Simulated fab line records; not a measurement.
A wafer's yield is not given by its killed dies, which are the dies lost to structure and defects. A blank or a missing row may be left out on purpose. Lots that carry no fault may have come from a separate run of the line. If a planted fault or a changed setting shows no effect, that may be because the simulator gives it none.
Struck lot and sound lot, side by side | flow sky130 | 14 out of 708 route steps
Sound: wafers L155.2, L155.4, L155.6. The struck wafers were L163.3, L163.4, L163.5. The cause is given at the end.
For every step that has rows: the tool of each side, followed by ch and its chambers, followed by its first start. Under that, the readings that differ: sound wafers | struck wafers | difference of the means | sigmas: that difference in standard deviations of wafers without a fault.
alike: readings with means less than 2 such deviations apart, plus words and numbers identical on both sides. not compared: withheld readings, readings lacking a value on some wafer, bounds such as >300 that could conceal the same value, and numbers that have no deviation in the record and whose values overlap.
Wherever a step has rows on one side only, a row that says differs or no value, or a row with sigmas, the two part there. When numbers do not overlap yet have no deviation, they are printed without sigmas and do not part them. A reading missing from all wafers of one side parts the sides only when that side holds two or more wafers.

first, 2 steps without rows for these wafers: SKY_VIA4_PEB_09; SKY_VIA4_DEVELOP_10 (develop time 60 s).
SKY_VIA4_OVL_MEAS_11:
  sound: overlay-02 at day 43 05:50; struck: overlay-01 at day 45 16:58
  alike: VIA4_OVL
SKY_VIA4_ETCH_12: etches SiO2 in C4F8/O2/Ar, stops on TiN, target depth 580 nm.
  sound on rie_diel-04 ch 0,1,2, day 43 05:52; struck on rie_diel-04 ch 0,2, day 45 16:59
  alike: oes_product_au
SKY_VIA4_STRIP_13: strips in O2/N2.
  sound on plasma_asher-04 ch 0,1, day 43 05:56; struck on plasma_asher-01 ch 0,1, day 45 17:06
  alike: drypump_motor_current_A, oes_product_au, strip_time_to_endpoint_s
  not compared: rf_hours_counter_h
then, 3 steps without rows for these wafers: SKY_VIA4_STRIP_14 (strips in post etch residue remover, time 1200 s); SKY_VIA4_CLEAN_15 (cleans in IPA, time 180 s); SKY_VIA4_CLEAN_16 (cleans in O3/DIW).
SKY_VIA4_SPUTTER_17: material TiN, target thk 20 nm, time 80 s.
  sound: pvd_sputter-03 at day 43 06:32; struck: pvd_sputter-04 at day 45 17:41
  alike: throttle_valve_pct
SKY_VIA4_CVD_18: deposits W, target thk 505 nm, time 152.14 s.
  sound on cvd_w-02 ch 0, day 43 06:35; struck on cvd_w-01 ch 0,1, day 45 17:48
  alike: heater_power_w
SKY_VIA4_RS_MEAS_19: measures by four-point-probe.
  sound: film_metro-04 at day 43 06:46; struck: film_metro-01 at day 45 17:56
  alike: VIA4_W_RS
SKY_VIA4_THK_MEAS_20: measures by xrf.
  sound: film_metro-04 at day 43 06:52; struck: film_metro-01 at day 45 18:02
  alike: VIA4_W_THK
SKY_VIA4_CMP_21: polishes, stops on SiO2, t overpolish 25 s, target thk 0 nm.
  sound on cmp-01 ch 1,2, day 43 06:55; struck on cmp-01 ch 0,3, day 45 18:05
  no value came back on the struck wafers for any of 5 readings (edge_zone_pressure_frac, head_pressure_psi (psi) and others); on the sound wafers edge_zone_pressure_frac reads 0.992 1.000 0.996
  reading                                  | sound             | struck            | difference | sigmas
  model.W_of_VIA4_CVD_18.thk_nm (nm)       | 0 0 0             | 506.8 514.8 507.5 | +509.7     |
  model.SiO2_of_VIA4_HDPCVD_00.thk_nm (nm) | 574.2 574.5 573.5 | 582.2 581.5 582   | +7.8       |
-- the record jumps here: 3 days lie between the struck wafers' starts before and after (it left off in module VIA4 and takes up again in module PAD_OPEN, whose first step shown is number 708 of the route) --
SKY_PAD_OPEN_PROBE_99:
  rows exist in the record for the struck wafers here (prober-02, day 48 09:34), but not for the sound ones

== WHERE THEY PART ==
Last at SKY_PAD_OPEN_PROBE_99 as far as this record goes, first at SKY_VIA4_CMP_21.

WHY: whatever the simulator had introduced
Whole step skipped at SKY_VIA4_CMP_21 on cmp-01, starting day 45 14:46. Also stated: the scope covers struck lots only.
